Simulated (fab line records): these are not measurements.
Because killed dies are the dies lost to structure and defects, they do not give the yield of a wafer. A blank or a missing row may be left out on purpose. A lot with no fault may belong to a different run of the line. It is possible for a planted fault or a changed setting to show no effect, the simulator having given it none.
fab line records	flow sky130
record lots=7	wafers=19	last_day=50
route steps=708 shown LI_CONTACT@371 PAD_OPEN@708
lots untouched by any fault: they come from a run of this same line in which no faults occurred
start_h: start of the lot's first displayed wafer, in hours after the record's first day	wait_h: hours elapsed since this lot's preceding step	" unchanged from the row above	L1.1+2: a single row standing in for several wafers	- no value, or no start given	* or withheld: withheld	< > ~ a bound
route shown NAME@n: names a module that has steps shown in the file, with the first one's number in the route	usual: mean/standard deviation of fault-free wafers	same: alike in all rows	chamber/n: place in a boat	sites: each site's reading	_std_site: standard deviation across them	_edge_site: mean of outer sites minus mean of inner sites	radius_mm: for every site, how far away it sits from the centre of the wafer	mask NAME#n: copy n	behind: the last tool/chamber to shape the wafer	hold: reason for holding the lot/hours on hold/outcome of the hold	device: the n, p or np transistor that did not switch	end of line: at the end of the route, the tests of the same wafers	a step given without rows: its recipe and nothing more	killed: dies that structure and defects cost at the first sort, which is not the same as the wafer's yield	map: shows each die of a wafer: x if killed, . if not, _ if none is there
set.NAME: the run value of the setting; set.NAME@STEP: its run value at that earlier step	model.NAME: the simulator's own value behind a step, which no gauge read
lots seen at some steps along the route; tables by step, rows by wafer
services: when a tool's chamber went out of use (start_h, in hours from the record's first day, below 0 if earlier), for how many hours, and the reason
## steps
# step SKY_LI_CONTACT_EXPOSE_09
# recipe mask_id=LICM1	na=0.8	source_shape=annular	sigma_inner=0.55	sigma_outer=0.85	target_cd_nm=170	dose_mj=38
# step SKY_LI_CONTACT_PEB_10
# recipe peb_temp_c=withheld	peb_time_s=withheld	resist=KrF-thick
# step SKY_LI_CONTACT_DEVELOP_11
# recipe develop_time_s=60	resist=KrF-thick	dev_temp_c=21
# step SKY_LI_CONTACT_CD_MEAS_12
# recipe target_cd_nm=170
# usual cd_nm=170.2/1.6
lot.wafer	tool	chamber	start_h	wait_h	cd_nm
L865.1	cd_sem-02	-	694.29	-	169.7
L865.2	"	-	"	"	170.0
L865.4	"	-	"	"	170.2
L871.1	cd_sem-02	-	746.54	-	172.3
L871.3	"	-	"	"	171.0
L873.1	cd_sem-01	-	766.10	-	168.4
L873.5	"	-	"	"	168.2
L874.2	cd_sem-01	-	773.47	-	170.6
L874.3	"	-	"	"	170.2
L874.5	"	-	"	"	171.8
L880.1	cd_sem-02	-	810.90	-	171.0
L880.4	"	-	"	"	170.2
L880.6	"	-	"	"	170.4
L883.1	cd_sem-02	-	837.05	-	171.0
L883.5	"	-	"	"	170.4
L883.6	"	-	"	"	170.5
L885.2	cd_sem-01	-	843.72	-	169.4
L885.4	"	-	"	"	170.9
L885.6	"	-	"	"	171.9
# step SKY_LI_CONTACT_OVL_MEAS_13
# usual LI_CONTACT_OVL=3/5.1
lot.wafer	tool	chamber	start_h	wait_h	LI_CONTACT_OVL[nm]
L865.1	overlay-02	-	694.41	0.1	4
L865.2	"	-	"	"	9
L865.4	"	-	"	"	8
L871.1	overlay-01	-	746.66	0.1	6
L871.3	"	-	"	"	5
L873.1	overlay-02	-	766.22	0.1	13
L873.5	"	-	"	"	5
L874.2	overlay-01	-	773.58	0.1	1
L874.3	"	-	"	"	1
L874.5	"	-	"	"	2
L880.1	overlay-01	-	811.02	0.1	3
L880.4	"	-	"	"	7
L880.6	"	-	"	"	11
L883.1	overlay-01	-	837.17	0.1	2
L883.5	"	-	"	"	4
L883.6	"	-	"	"	8
L885.2	overlay-02	-	843.83	0.1	-4
L885.4	"	-	"	"	-5
L885.6	"	-	"	"	-4
# step SKY_LI_CONTACT_ETCH_14
# recipe chemistry=N2/H2	target=BARC	ion_energy_ev=200	source_w=500	bias_w=100	pressure_mtorr=30	n2_flow_sccm=100	h2_flow_sccm=200	stop_on=SiO2	time_s=45.9	target_depth_a=600
# usual chamber_pressure_mTorr=30.000/0.028	drypump_motor_current_A=5.6/0.48	n2_flow_sccm=100.01/0.28	oes_product_au=0.854/0.0049	throttle_valve_pct=13.225/0.0099
lot.wafer	tool	chamber	start_h	wait_h	chamber_pressure_mTorr	drypump_motor_current_A	n2_flow_sccm	oes_product_au	rf_hours_counter_h	throttle_valve_pct
L865.1	rie_diel-03	1	694.45	0.0	30.026	5.9	100.21	0.855	18	13.225
L865.2	"	2	"	"	29.973	4.9	99.85	0.854	0	13.221
L865.4	"	3	"	"	30.021	6.0	100.12	0.845	4	13.224
L871.1	rie_diel-03	0	746.70	0.0	30.002	5.8	99.77	0.861	3	13.238
L871.3	"	3	"	"	29.990	6.0	100.01	0.850	5	13.219
L873.1	rie_diel-02	2	766.26	0.0	29.981	5.7	100.75	0.858	14	13.225
L873.5	"	1	"	"	29.974	5.4	99.84	0.854	-	13.221
L874.2	rie_diel-02	1	773.61	0.0	29.966	5.4	100.20	0.854	70	13.223
L874.3	"	3	"	"	29.937	5.1	100.09	0.857	17	13.234
L874.5	"	2	"	"	29.998	5.7	100.07	0.854	-	13.225
L880.1	rie_diel-04	1	811.06	0.0	30.010	5.6	100.33	0.847	9	13.234
L880.4	"	3	"	"	29.979	5.9	99.40	0.851	6	13.208
L880.6	"	0	"	"	29.980	4.8	99.71	0.846	-	13.232
L883.1	rie_diel-02	2	837.20	0.0	29.969	5.7	99.79	0.863	17	13.231
L883.5	"	2	"	"	29.977	5.7	99.56	0.851	-	13.228
L883.6	"	1	"	"	30.013	5.4	99.41	0.851	-	13.240
L885.2	rie_diel-03	3	843.86	0.0	30.022	6.0	99.99	0.857	8	13.222
L885.4	"	1	"	"	30.020	5.9	100.27	0.859	22	13.221
L885.6	"	2	"	"	30.006	4.9	100.04	0.859	-	13.223
# step SKY_LI_CONTACT_ETCH_15
# recipe target=PSG	chemistry=C4F8/O2/Ar	stop_on=Si	taper_deg=4.15	mask_material=KrF-thick	source_w=1500	bias_w=1200	pressure_mtorr=40	c4f8_flow_sccm=withheld	O2_flow_sccm=6	Ar_flow_sccm=300	time_s=withheld	target_depth_a=6000
# usual chamber_pressure_mTorr=40.00/0.037	oes_product_au=0.836/0.0046
lot.wafer	tool	chamber	start_h	wait_h	chamber_pressure_mTorr	oes_product_au
L865.1	rie_diel-03	1	694.49	0.0	40.05	0.833
L865.2	"	2	"	"	40.05	0.836
L865.4	"	3	"	"	40.05	0.835
L871.1	rie_diel-03	0	746.74	0.0	39.92	0.837
L871.3	"	3	"	"	39.96	0.836
L873.1	rie_diel-02	2	766.30	0.0	40.04	0.834
L873.5	"	1	"	"	39.97	0.830
L874.2	rie_diel-02	1	773.65	0.0	39.99	0.840
L874.3	"	3	"	"	40.02	0.830
L874.5	"	2	"	"	40.02	0.838
L880.1	rie_diel-04	1	811.10	0.0	40.02	0.838
L880.4	"	3	"	"	39.99	0.839
L880.6	"	0	"	"	39.99	0.838
L883.1	rie_diel-02	2	837.24	0.0	39.97	0.840
L883.5	"	2	"	"	39.96	0.844
L883.6	"	1	"	"	40.00	0.838
L885.2	rie_diel-03	3	843.90	0.0	39.94	0.842
L885.4	"	1	"	"	40.04	0.840
L885.6	"	2	"	"	40.03	0.834
# step SKY_LI_CONTACT_STRIP_16
# recipe chemistry=O2/N2	power_w=1400	pressure_mtorr=1500	platen_temp_c=withheld	o2_flow_sccm=3000	n2_flow_sccm=300	overash_fraction=0.5
# usual chamber_pressure_mTorr=1499.9/1.3	drypump_motor_current_A=5.9/0.39	n2_flow_sccm=299.9/0.92	oes_product_au=0.375/0.0049	strip_time_to_endpoint_s=3.48/0.041
lot.wafer	tool	chamber	start_h	wait_h	chamber_pressure_mTorr	drypump_motor_current_A	n2_flow_sccm	oes_product_au	rf_hours_counter_h	strip_time_to_endpoint_s
L865.1	plasma_asher-03	1	694.58	-	1499.5	6.3	298.9	0.368	102	3.50
L865.2	"	0	"	"	1497.8	5.4	299.1	0.366	102	3.48
L865.4	"	0	"	"	1499.1	5.4	297.7	0.370	-	3.46
L871.1	plasma_asher-03	1	746.83	-	1500.3	6.4	299.0	0.368	0	3.45
L871.3	"	1	"	"	1498.5	6.4	298.5	0.371	-	3.48
L873.1	plasma_asher-04	0	766.39	-	1498.8	5.6	300.7	0.379	97	3.55
L873.5	"	0	"	"	1499.0	5.7	300.5	0.375	-	3.45
L874.2	plasma_asher-03	0	773.74	-	1499.1	5.4	299.8	0.376	4	3.46
L874.3	"	1	"	"	1498.9	6.4	301.4	0.377	-	3.50
L874.5	"	0	"	"	1501.3	5.4	299.8	0.373	-	3.56
L880.1	plasma_asher-04	1	811.19	-	1499.1	6.0	299.4	0.373	101	3.41
L880.4	"	0	"	"	1499.8	5.6	300.5	0.379	-	3.52
L880.6	"	1	"	"	1499.0	6.0	300.0	0.382	-	3.55
L883.1	plasma_asher-02	1	837.33	-	1500.2	5.7	299.2	0.376	34	3.53
L883.5	"	1	"	"	1497.8	5.7	299.1	0.377	-	3.54
L883.6	"	0	"	"	1502.1	6.5	299.1	0.369	-	3.44
L885.2	plasma_asher-02	1	843.99	-	1500.9	5.8	301.2	0.377	35	3.46
L885.4	"	0	"	"	1501.4	6.6	300.1	0.381	-	3.44
L885.6	"	0	"	"	1500.4	6.6	300.2	0.383	-	3.45
# step SKY_LI_CONTACT_CLEAN_17
# recipe chemistry=NMP	time_s=600	temp_c=60	dry=n2_spin
# step SKY_LI_CONTACT_PRE_CLEAN_18
# recipe gas=Ar	time_s=5.6	bias_v=358
# step SKY_LI_CONTACT_SPUTTER_19
# recipe material=Ti	target_thk_nm=20	chamber_pressure_pa=5	power_w=2500	substrate_temp_c=200	time_s=106.37
# step SKY_LI_CONTACT_SPUTTER_20
# recipe material=TiN	target_thk_nm=20	chamber_pressure_pa=5	power_w=4000	time_s=80
# usual throttle_valve_pct=30.3/0.72
lot.wafer	tool	chamber	start_h	wait_h	throttle_valve_pct
L865.1	pvd_sputter-01	-	694.96	0.0	29.8
L865.2	"	-	"	"	31.6
L865.4	"	-	"	"	29.8
L871.1	pvd_sputter-03	-	747.20	0.0	30.4
L871.3	"	-	"	"	30.4
L873.1	pvd_sputter-04	-	766.77	0.0	30.0
L873.5	"	-	"	"	29.3
L874.2	pvd_sputter-03	-	774.11	0.0	29.6
L874.3	"	-	"	"	30.7
L874.5	"	-	"	"	30.6
L880.1	pvd_sputter-04	-	811.56	0.0	29.4
L880.4	"	-	"	"	30.6
L880.6	"	-	"	"	31.4
L883.1	pvd_sputter-04	-	837.70	0.0	29.4
L883.5	"	-	"	"	30.4
L883.6	"	-	"	"	31.2
L885.2	pvd_sputter-04	-	844.39	0.0	30.6
L885.4	"	-	"	"	29.4
L885.6	"	-	"	"	30.0
# step SKY_LI_CONTACT_CVD_21
# recipe material=W	target_thk_nm=400	time_s=120.56	temp_c=400	pressure_torr=40
# usual heater_power_w=750/59
lot.wafer	tool	chamber	start_h	wait_h	heater_power_w	model.W_of_LI_CONTACT_CVD_21.thk_nm
L865.1	cvd_w-02	0	695.03	0.0	675	403
L865.2	"	1	"	"	794	396.9
L865.4	"	0	"	"	676	403.8
L871.1	cvd_w-01	0	747.26	0.0	818	434.7
L871.3	"	0	"	"	827	403.2
L873.1	cvd_w-01	0	766.83	0.0	817	441.2
L873.5	"	1	"	"	707	437.3
L874.2	cvd_w-01	0	774.17	0.0	822	402.4
L874.3	"	1	"	"	714	397.7
L874.5	"	0	"	"	815	435.9
L880.1	cvd_w-02	1	811.62	0.0	813	395.3
L880.4	"	0	"	"	682	401.6
L880.6	"	1	"	"	807	389.7
L883.1	cvd_w-01	1	837.76	0.0	723	400.6
L883.5	"	1	"	"	726	394.7
L883.6	"	0	"	"	811	399
L885.2	cvd_w-02	1	844.45	0.0	802	396.9
L885.4	"	1	"	"	797	398.3
L885.6	"	0	"	"	670	396.7
# step SKY_LI_CONTACT_RS_MEAS_22
# recipe thk_meas_gauge=four-point-probe	reads=W_of_LI_CONTACT_CVD_21+TiN_of_LI_CONTACT_SPUTTER_20+Ti_of_LI_CONTACT_SPUTTER_19
# usual LI_CONTACT_W_RS=0.2850/0.0027
lot.wafer	tool	chamber	start_h	wait_h	LI_CONTACT_W_RS[ohm/sq]
L865.1	film_metro-03	-	695.15	0.1	0.2829
L865.2	"	-	"	"	0.2877
L865.4	"	-	"	"	0.2825
L871.1	film_metro-04	-	747.39	0.1	0.2620
L871.3	"	-	"	"	0.2826
L873.1	film_metro-04	-	766.96	0.1	0.2580
L873.5	"	-	"	"	0.2609
L874.2	film_metro-02	-	774.31	0.1	0.2830
L874.3	"	-	"	"	0.2860
L874.5	"	-	"	"	0.2604
L880.1	film_metro-03	-	811.74	0.1	0.2887
L880.4	"	-	"	"	0.2841
L880.6	"	-	"	"	0.2927
L883.1	film_metro-03	-	837.89	0.1	0.2855
L883.5	"	-	"	"	0.2889
L883.6	"	-	"	"	0.2856
L885.2	film_metro-02	-	844.60	0.1	0.2866
L885.4	"	-	"	"	0.2859
L885.6	"	-	"	"	0.2862
# step SKY_LI_CONTACT_THK_MEAS_23
# recipe thk_meas_gauge=xrf	reads=W_of_LI_CONTACT_CVD_21
# usual LI_CONTACT_W_THK=397/5.9
lot.wafer	tool	chamber	start_h	wait_h	LI_CONTACT_W_THK[nm]
L865.1	film_metro-03	-	695.27	0.1	411
L865.2	"	-	"	"	399
L865.4	"	-	"	"	409
L871.1	film_metro-04	-	747.51	0.1	426
L871.3	"	-	"	"	397
L873.1	film_metro-04	-	767.08	0.1	433
L873.5	"	-	"	"	428
L874.2	film_metro-02	-	774.42	0.1	401
L874.3	"	-	"	"	397
L874.5	"	-	"	"	435
L880.1	film_metro-03	-	811.86	0.1	400
L880.4	"	-	"	"	404
L880.6	"	-	"	"	395
L883.1	film_metro-03	-	838.01	0.1	404
L883.5	"	-	"	"	399
L883.6	"	-	"	"	402
L885.2	film_metro-02	-	844.71	0.1	395
L885.4	"	-	"	"	396
L885.6	"	-	"	"	395
# step SKY_LI_CONTACT_CMP_24
# recipe stop_on=PSG	t_overpolish_s=20	down_force_psi=3.5	platen_rpm=60	target_thk_nm=0	pad_velocity_m_s=0.94248
# usual edge_zone_pressure_frac=1.000/0.0051	motor_current_A=11.5/1.3	time_to_endpoint_s=94/3.3
lot.wafer	tool	chamber	start_h	wait_h	edge_zone_pressure_frac	motor_current_A	time_to_endpoint_s
L865.2	cmp-01	3	695.38	0.1	0.999	10.5	96
L865.1	"	0	"	"	1.001	13.4	93
L865.4	"	1	"	"	1.001	8.1	94
L871.1	cmp-02	1	747.57	0.1	0.994	11.4	98
L871.3	"	2	"	"	1.005	11.8	95
L873.1	cmp-01	1	767.30	0.2	0.998	8.2	103
L873.5	"	1	"	"	1.006	8.5	104
L874.2	cmp-02	2	774.52	0.1	0.997	12.0	96
L874.3	"	0	"	"	0.999	11.2	90
L874.5	"	2	"	"	0.999	11.5	102
L880.4	cmp-01	3	811.92	0.0	1.000	10.8	104
L880.1	"	0	"	"	1.003	12.3	91
L880.6	"	3	"	"	0.992	10.4	94
L883.1	cmp-01	2	838.12	0.1	1.001	13.0	92
L883.6	"	1	"	"	0.998	8.4	92
L883.5	"	2	"	"	1.013	12.0	90
L885.2	cmp-01	0	844.76	0.0	1.007	13.3	91
L885.4	"	1	"	"	1.003	8.3	94
L885.6	"	1	"	"	0.996	8.4	92
# step SKY_PAD_OPEN_PROBE_99
# usual killed_at_M0_to_M3=43/7.7	killed_at_M4_up=3.1/1.7	killed_at_contacts=23/4.8	killed_at_front_end=15/4.5	killed_at_other=0.3/0.58	killed_dies=85/10	killed_open=46/7.5	killed_short=38/6.5
# same gross_dies=492	killed_at_back_side=0
lot.wafer	tool	chamber	start_h	wait_h	killed_at_M0_to_M3	killed_at_M4_up	killed_at_contacts	killed_at_front_end	killed_at_other	killed_dies	killed_open	killed_short
L865.1	prober-01	-	1087.69	0.1	42	5	21	10	0	78	47	31
L865.2	prober-01	-	1087.74	0.1	42	0	26	18	0	86	46	40
L865.4	prober-01	-	1087.84	0.2	44	4	29	12	0	89	52	36
L871.1	prober-01	-	1129.18	0.1	46	2	31	16	0	95	56	39
L871.3	prober-01	-	1129.28	0.2	50	2	15	16	0	83	45	38
L873.1	prober-01	-	1140.48	0.1	41	3	29	6	2	81	39	41
L874.3	prober-01	-	1146.61	0.2	40	5	23	16	0	84	45	38
L883.1	prober-02	-	1191.08	0.1	50	0	22	23	1	96	51	45
L883.5	prober-02	-	1191.28	0.2	54	5	26	8	0	93	46	46
L883.6	prober-02	-	1191.33	0.2	43	5	22	18	0	88	48	40
L885.2	prober-02	-	1193.67	0.1	41	6	29	8	0	84	52	32
L885.4	prober-02	-	1193.77	0.2	36	5	33	21	0	95	46	49
L885.6	prober-02	-	1193.87	0.2	59	6	22	10	1	98	53	44
# killed by level:class
L865.1 VIA1:geometric_particle:open=11 LI_CONTACT:geometric_particle:open=7 CONTACT:geometric_particle:open=6 METAL2:geometric_particle:short=5 VIA3:geometric_particle:open=5 VIA2:geometric_particle:open=5 VIA1:geometric_particle:short=4 FIELD_ISO:geometric_particle:short=3
L865.2 CONTACT:geometric_particle:open=11 VIA1:geometric_particle:open=10 VIA1:geometric_particle:short=7 METAL2:geometric_particle:short=6 VIA3:geometric_particle:open=6 POLY_GATE:geometric_particle:open=5 LI_CONTACT:geometric_particle:open=5 CONTACT:geometric_particle:short=5
L865.4 CONTACT:geometric_particle:open=13 VIA1:geometric_particle:open=9 VIA2:geometric_particle:open=9 LI_CONTACT:geometric_particle:open=5 CONTACT:geometric_particle:short=5 METAL1:geometric_particle:short=5 VIA1:geometric_particle:short=5 VIA3:geometric_particle:short=5
L871.1 VIA1:geometric_particle:open=12 CONTACT:geometric_particle:open=11 LI_CONTACT:geometric_particle:open=10 VIA2:geometric_particle:open=7 FIELD_ISO:geometric_particle:open=6 METAL1:geometric_particle:short=6 CONTACT:geometric_particle:short=5 VIA1:geometric_particle:short=5
L871.3 VIA2:geometric_particle:open=10 VIA1:geometric_particle:open=9 FIELD_ISO:geometric_particle:open=6 METAL1:geometric_particle:short=6 METAL2:geometric_particle:short=6 LI_CONTACT:geometric_particle:open=5 VIA3:geometric_particle:open=5 LI_CONTACT:geometric_particle:short=4
L873.1 LI_CONTACT:geometric_particle:open=9 VIA1:geometric_particle:open=9 CONTACT:geometric_particle:open=8 VIA3:geometric_particle:short=8 LOCAL_INTERCONNECT:geometric_particle:short=5 VIA3:geometric_particle:open=5 METAL2:geometric_particle:short=4 CONTACT:geometric_particle:short=4
L874.3 CONTACT:geometric_particle:open=10 VIA3:geometric_particle:open=8 VIA1:geometric_particle:open=7 METAL4:geometric_particle:short=5 FIELD_ISO:geometric_particle:open=4 LOCAL_INTERCONNECT:geometric_particle:short=4 CONTACT:geometric_particle:short=4 VIA2:geometric_particle:open=4
L883.1 VIA3:geometric_particle:open=10 VIA1:geometric_particle:open=10 FIELD_ISO:geometric_particle:short=8 CONTACT:geometric_particle:open=8 POLY_GATE:geometric_particle:short=6 METAL1:geometric_particle:short=5 LI_CONTACT:geometric_particle:short=5 VIA1:geometric_particle:short=5
L883.5 VIA1:geometric_particle:open=15 CONTACT:geometric_particle:open=12 METAL2:geometric_particle:short=8 VIA3:geometric_particle:open=8 LI_CONTACT:geometric_particle:short=7 METAL1:geometric_particle:short=6 CONTACT:geometric_particle:short=5 VIA1:geometric_particle:short=5
L883.6 METAL1:geometric_particle:short=10 CONTACT:geometric_particle:open=9 VIA1:geometric_particle:open=8 LI_CONTACT:geometric_particle:open=7 VIA2:geometric_particle:open=6 FIELD_ISO:geometric_particle:open=5 POLY_GATE:geometric_particle:open=5 POLY_GATE:geometric_particle:short=4
L885.2 LI_CONTACT:geometric_particle:open=14 CONTACT:geometric_particle:open=8 METAL2:geometric_particle:short=8 VIA2:geometric_particle:open=8 VIA1:geometric_particle:open=6 VIA3:geometric_particle:open=4 CONTACT:geometric_particle:short=4 METAL1:geometric_particle:short=4
L885.4 CONTACT:geometric_particle:short=10 LI_CONTACT:geometric_particle:open=9 METAL2:geometric_particle:short=9 VIA1:geometric_particle:open=7 FIELD_ISO:geometric_particle:short=6 CONTACT:geometric_particle:open=6 VIA2:geometric_particle:open=6 FIELD_ISO:geometric_particle:open=5
L885.6 VIA1:geometric_particle:open=13 CONTACT:geometric_particle:open=10 METAL2:geometric_particle:short=10 VIA2:geometric_particle:open=9 VIA3:geometric_particle:open=7 LI_CONTACT:geometric_particle:open=6 METAL4:geometric_particle:short=5 VIA2:geometric_particle:short=4
## services
tool	chamber	start_h	hours	kind
cmp-01	-	676.05	0.6	repair
rie_diel-03	-	678.53	0.4	repair
cmp-01	-	680.53	0.2	repair
cmp-01	-	681.30	2.6	repair
rie_diel-03	0	695.91	18.8	repair
cmp-01	-	706.03	0.3	repair
plasma_asher-04	-	714.13	0.5	repair
cvd_w-01	-	717.89	6.9	pm
plasma_asher-03	-	733.75	9.0	pm
plasma_asher-02	-	741.02	45.4	pm
cmp-01	-	744.26	4.0	pm
cmp-02	-	754.58	13.4	pm
rie_diel-04	0	759.84	5.6	repair
cmp-01	-	768.22	3.5	pm
rie_diel-02	1	777.06	2.8	repair
cmp-02	-	779.32	2.6	repair
rie_diel-02	1	779.86	-	clean
rie_diel-02	1	779.86	26.6	scheduled_down
pvd_sputter-01	-	791.25	1.6	repair
cmp-01	-	792.67	9.6	pm
rie_diel-03	1	822.14	2.9	repair
rie_diel-02	-	829.29	2.8	pm
rie_diel-03	1	830.01	5.3	repair
plasma_asher-02	-	837.87	0.9	repair
## key
first_sign step=SKY_LI_CONTACT_RS_MEAS_22	reading=LI_CONTACT_W_RS	direction=down	sigmas=9.1	usual=0.2850	struck=0.2603
effect step=SKY_LI_CONTACT_THK_MEAS_23	reading=LI_CONTACT_W_THK	direction=up	sigmas=5.6	usual=397	struck=431
model_effect step=SKY_LI_CONTACT_CVD_21	value=W_of_LI_CONTACT_CVD_21.thk_nm	without=402.1	struck=437.2
met_at SKY_LI_CONTACT_CVD_21
struck_wafers L871.1,L873.1,L873.5,L874.5
tester_left_out L871,L873,L874
fault kind=process_parameter_drift	tool=cvd_w-01	chamber=-	onset_h=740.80	steps=SKY_LI_CONTACT_CVD_21	channel=target_thk_nm	offset=35.273	shape=step	end_h=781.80	scope=struck_wafers_only	acts_in=these_recipes_only	stated=400
# tester_left_out: of these lots the tester's yield and bins aren't shown, on N5 and GAA mostly nor the transistor test; their killed dies are dies lost to structure and defects alone, not to doping, threshold or leakage, so they don't give the yield
